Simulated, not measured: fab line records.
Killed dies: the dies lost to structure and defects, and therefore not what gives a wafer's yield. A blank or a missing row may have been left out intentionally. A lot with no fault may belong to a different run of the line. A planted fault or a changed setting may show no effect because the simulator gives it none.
Which tool did it? :: flow sfq_line :: 15 lots, 45 wafers sampled, at 3 steps of a route of 325

## WHAT THE GAUGES READ, wafer by wafer
No reading from a measuring or inspecting step in the record can be judged against a usual standard deviation.

## TOOL THAT RAN EACH LOT (tool first, then ch and the chambers of the sampled wafers, then the start)
lot: L600
SFQ_TRILAYER_I0_CMP_CMP_028: cmp-02 ch 0,2,3, day 11 02:37
SFQ_TRILAYER_I0_METRO_MEASURE_029: film_metro-04, day 11 05:56
SFQ_TRILAYER_I0_VIA_ETCH_VIA_ETCH_034: rie_diel-03 ch 0,2,3, day 16 15:48

lot: L601
SFQ_TRILAYER_I0_CMP_CMP_028: cmp-01 ch 1,3, day 11 10:13
SFQ_TRILAYER_I0_METRO_MEASURE_029: film_metro-03, day 11 13:44
SFQ_TRILAYER_I0_VIA_ETCH_VIA_ETCH_034: rie_diel-01 ch 0,2,3, day 16 20:20

lot: L602
SFQ_TRILAYER_I0_CMP_CMP_028: cmp-02 ch 1,2,3, day 11 12:37
SFQ_TRILAYER_I0_METRO_MEASURE_029: film_metro-01, day 11 14:44
SFQ_TRILAYER_I0_VIA_ETCH_VIA_ETCH_034: rie_diel-02 ch 0,1,3, day 16 21:32

lot: L604
SFQ_TRILAYER_I0_CMP_CMP_028: cmp-02 ch 0,2,3, day 11 17:37
SFQ_TRILAYER_I0_METRO_MEASURE_029: film_metro-04, day 11 21:08
SFQ_TRILAYER_I0_VIA_ETCH_VIA_ETCH_034: rie_diel-01 ch 1,2,3, day 17 01:08

lot: L605
SFQ_TRILAYER_I0_CMP_CMP_028: cmp-01 ch 0,1,2, day 11 19:13
SFQ_TRILAYER_I0_METRO_MEASURE_029: film_metro-01, day 11 22:20
SFQ_TRILAYER_I0_VIA_ETCH_VIA_ETCH_034: rie_diel-02 ch 0,1,2, day 17 03:32

lot: L608
SFQ_TRILAYER_I0_CMP_CMP_028: cmp-02 ch 1,2,3, day 12 06:37
SFQ_TRILAYER_I0_METRO_MEASURE_029: film_metro-01, day 12 08:44
SFQ_TRILAYER_I0_VIA_ETCH_VIA_ETCH_034: rie_diel-02 ch 0,3, day 17 09:32

lot: L609
SFQ_TRILAYER_I0_CMP_CMP_028: cmp-02 ch 2,3, day 12 11:37
SFQ_TRILAYER_I0_METRO_MEASURE_029: film_metro-03, day 12 14:44
SFQ_TRILAYER_I0_VIA_ETCH_VIA_ETCH_034: rie_diel-03 ch 1,2,3, day 17 11:56

lot: L612
SFQ_TRILAYER_I0_CMP_CMP_028: cmp-02 ch 0,1,2, day 12 19:14
SFQ_TRILAYER_I0_METRO_MEASURE_029: film_metro-04, day 12 22:21
SFQ_TRILAYER_I0_VIA_ETCH_VIA_ETCH_034: rie_diel-01 ch 2,3, day 17 16:44

lot: L613
SFQ_TRILAYER_I0_CMP_CMP_028: cmp-01 ch 0,1,2, day 13 02:28
SFQ_TRILAYER_I0_METRO_MEASURE_029: film_metro-03, day 13 05:35
SFQ_TRILAYER_I0_VIA_ETCH_VIA_ETCH_034: rie_diel-03 ch 0,1,2, day 17 20:20

lot: L615
SFQ_TRILAYER_I0_CMP_CMP_028: cmp-01 ch 1,2, day 13 07:14
SFQ_TRILAYER_I0_METRO_MEASURE_029: film_metro-01, day 13 10:21
SFQ_TRILAYER_I0_VIA_ETCH_VIA_ETCH_034: rie_diel-03 ch 0,1,3, day 19 11:56

lot: L616
SFQ_TRILAYER_I0_CMP_CMP_028: cmp-01 ch 1,2,3, day 13 19:17
SFQ_TRILAYER_I0_METRO_MEASURE_029: film_metro-01, day 13 21:54
SFQ_TRILAYER_I0_VIA_ETCH_VIA_ETCH_034: rie_diel-02 ch 1,2,3, day 19 17:29

lot: L619
SFQ_TRILAYER_I0_CMP_CMP_028: cmp-01 ch 1,2,3, day 19 20:52
SFQ_TRILAYER_I0_METRO_MEASURE_029: film_metro-01, day 19 23:29
SFQ_TRILAYER_I0_VIA_ETCH_VIA_ETCH_034: rie_diel-02 ch 0,2,3, day 20 13:58

lot: L621
SFQ_TRILAYER_I0_CMP_CMP_028: cmp-01 ch 1,2,3, day 21 21:13
SFQ_TRILAYER_I0_METRO_MEASURE_029: film_metro-01, day 22 00:32
SFQ_TRILAYER_I0_VIA_ETCH_VIA_ETCH_034: rie_diel-03 ch 2,3, day 28 10:08

lot: L622
SFQ_TRILAYER_I0_CMP_CMP_028: cmp-02 ch 0,1, day 21 22:43
SFQ_TRILAYER_I0_METRO_MEASURE_029: film_metro-03, day 22 01:44
SFQ_TRILAYER_I0_VIA_ETCH_VIA_ETCH_034: rie_diel-03 ch 0,3, day 28 12:32

lot: L623
SFQ_TRILAYER_I0_CMP_CMP_028: cmp-01 ch 1,2, day 22 00:13
SFQ_TRILAYER_I0_METRO_MEASURE_029: film_metro-04, day 22 03:20
SFQ_TRILAYER_I0_VIA_ETCH_VIA_ETCH_034: rie_diel-03 ch 2,3, day 28 21:04
- SFQ_TRILAYER_I0_CMP_CMP_028: polishes SiO2.
- SFQ_TRILAYER_I0_METRO_MEASURE_029
- SFQ_TRILAYER_I0_VIA_ETCH_VIA_ETCH_034: etches SiO2 in CHF3, stops on Nb, target depth 260 nm.

## AS READ BY THE TOOLS THEMSELVES (means over the sampled wafers that have a number; for cases with no such wafer, the mark the record gives instead)
SFQ_TRILAYER_I0_CMP_CMP_028.
lot: L600
tool: cmp-02
head_pressure_psi (psi): 3.000
motor_current_A (A): 10.1
time_to_endpoint_s (s): 228

lot: L601
tool: cmp-01
head_pressure_psi (psi): 2.998
motor_current_A (A): 10.4
time_to_endpoint_s (s): 222

lot: L602
tool: cmp-02
head_pressure_psi (psi): 2.997
motor_current_A (A): 9.7
time_to_endpoint_s (s): 216

lot: L604
tool: cmp-02
head_pressure_psi (psi): 3.002
motor_current_A (A): 10.5
time_to_endpoint_s (s): 217

lot: L605
tool: cmp-01
head_pressure_psi (psi): 3.001
motor_current_A (A): 10.4
time_to_endpoint_s (s): 210

lot: L608
tool: cmp-02
head_pressure_psi (psi): 3.003
motor_current_A (A): 9.8
time_to_endpoint_s (s): 243

lot: L609
tool: cmp-02
head_pressure_psi (psi): 3.007
motor_current_A (A): 9.9
time_to_endpoint_s (s): 257

lot: L612
tool: cmp-02
head_pressure_psi (psi): 2.999
motor_current_A (A): 9.1
time_to_endpoint_s (s): 246

lot: L613
tool: cmp-01
head_pressure_psi (psi): 3.002
motor_current_A (A): 10.5
time_to_endpoint_s (s): 209

lot: L615
tool: cmp-01
head_pressure_psi (psi): 3.003
motor_current_A (A): 10.3
time_to_endpoint_s (s): 210

lot: L616
tool: cmp-01
head_pressure_psi (psi): 3.006
motor_current_A (A): 10.1
time_to_endpoint_s (s): 212

lot: L619
tool: cmp-01
head_pressure_psi (psi): 3.006
motor_current_A (A): 10.0
time_to_endpoint_s (s): 214

lot: L621
tool: cmp-01
head_pressure_psi (psi): 2.995
motor_current_A (A): 9.9
time_to_endpoint_s (s): 217

lot: L622
tool: cmp-02
head_pressure_psi (psi): 2.999
motor_current_A (A): 9.4
time_to_endpoint_s (s): 219

lot: L623
tool: cmp-01
head_pressure_psi (psi): 3.000
motor_current_A (A): 10.4
time_to_endpoint_s (s): 209

SFQ_TRILAYER_I0_METRO_MEASURE_029.
lot: L600
tool: film_metro-04
thk_nm (nm): 201.9

lot: L601
tool: film_metro-03
thk_nm (nm): 199.9

lot: L602
tool: film_metro-01
thk_nm (nm): 199.5

lot: L604
tool: film_metro-04
thk_nm (nm): 201.1

lot: L605
tool: film_metro-01
thk_nm (nm): 200.1

lot: L608
tool: film_metro-01
thk_nm (nm): 236.4

lot: L609
tool: film_metro-03
thk_nm (nm): 269.4

lot: L612
tool: film_metro-04
thk_nm (nm): 236.9

lot: L613
tool: film_metro-03
thk_nm (nm): 199.6

lot: L615
tool: film_metro-01
thk_nm (nm): 198.9

lot: L616
tool: film_metro-01
thk_nm (nm): 200.5

lot: L619
tool: film_metro-01
thk_nm (nm): 199.2

lot: L621
tool: film_metro-01
thk_nm (nm): 200.4

lot: L622
tool: film_metro-03
thk_nm (nm): 200.7

lot: L623
tool: film_metro-04
thk_nm (nm): 199.7

SFQ_TRILAYER_I0_VIA_ETCH_VIA_ETCH_034.
lot: L600
tool: rie_diel-03
drypump_motor_current_A (A): 5.71
oes_product_au (a.u.): 0.859

lot: L601
tool: rie_diel-01
drypump_motor_current_A (A): 5.70
oes_product_au (a.u.): 0.855

lot: L602
tool: rie_diel-02
drypump_motor_current_A (A): 5.84
oes_product_au (a.u.): 0.856

lot: L604
tool: rie_diel-01
drypump_motor_current_A (A): 5.66
oes_product_au (a.u.): 0.857

lot: L605
tool: rie_diel-02
drypump_motor_current_A (A): 5.55
oes_product_au (a.u.): 0.854

lot: L608
tool: rie_diel-02
drypump_motor_current_A (A): 5.77
oes_product_au (a.u.): 0.908

lot: L609
tool: rie_diel-03
drypump_motor_current_A (A): 5.71
oes_product_au (a.u.): 0.956

lot: L612
tool: rie_diel-01
drypump_motor_current_A (A): 5.90
oes_product_au (a.u.): 0.908

lot: L613
tool: rie_diel-03
drypump_motor_current_A (A): 5.65
oes_product_au (a.u.): 0.857

lot: L615
tool: rie_diel-03
drypump_motor_current_A (A): 5.76
oes_product_au (a.u.): 0.853

lot: L616
tool: rie_diel-02
drypump_motor_current_A (A): 5.67
oes_product_au (a.u.): 0.854

lot: L619
tool: rie_diel-02
drypump_motor_current_A (A): 5.60
oes_product_au (a.u.): 0.856

lot: L621
tool: rie_diel-03
drypump_motor_current_A (A): 5.80
oes_product_au (a.u.): 0.851

lot: L622
tool: rie_diel-03
drypump_motor_current_A (A): 5.74
oes_product_au (a.u.): 0.856

lot: L623
tool: rie_diel-03
drypump_motor_current_A (A): 5.68
oes_product_au (a.u.): 0.846

## THE ANSWER, worked out from the rows above alone
Rule: usual is defined by the lots themselves. Put in order of their means at a reading, lots are off if they are a third of the lots or fewer, leave a main group of 4 or more, and stand apart from it by a gap of 3 or more times the standard deviation of the main group's means; of several such gaps the widest counts. The tables above print the reading to a certain number of digits; a main group whose means all agree to those digits is not used. A lot without any number at a reading at which 4 lots or more have one is off too. Any other lot the step has rows for is counted as sound. The gauges are gone through in route order, then the tools' own readings, and for those a lot's mean is taken as printed above. At the first step where some lot is off, the reading lying furthest off is the one used; lots without a number count as furthest.
Off: L608, L609, L612, at SFQ_TRILAYER_I0_METRO_MEASURE_029 (thk_nm). Main group: mean 200.1 nm, sd 0.81.
A tool fits if, at that step or a process step before it, it ran every lot that is off, and no sound lot after the first of them. Not one of the candidates tried fits.

## WHAT THE SIMULATOR HAD INSERTED
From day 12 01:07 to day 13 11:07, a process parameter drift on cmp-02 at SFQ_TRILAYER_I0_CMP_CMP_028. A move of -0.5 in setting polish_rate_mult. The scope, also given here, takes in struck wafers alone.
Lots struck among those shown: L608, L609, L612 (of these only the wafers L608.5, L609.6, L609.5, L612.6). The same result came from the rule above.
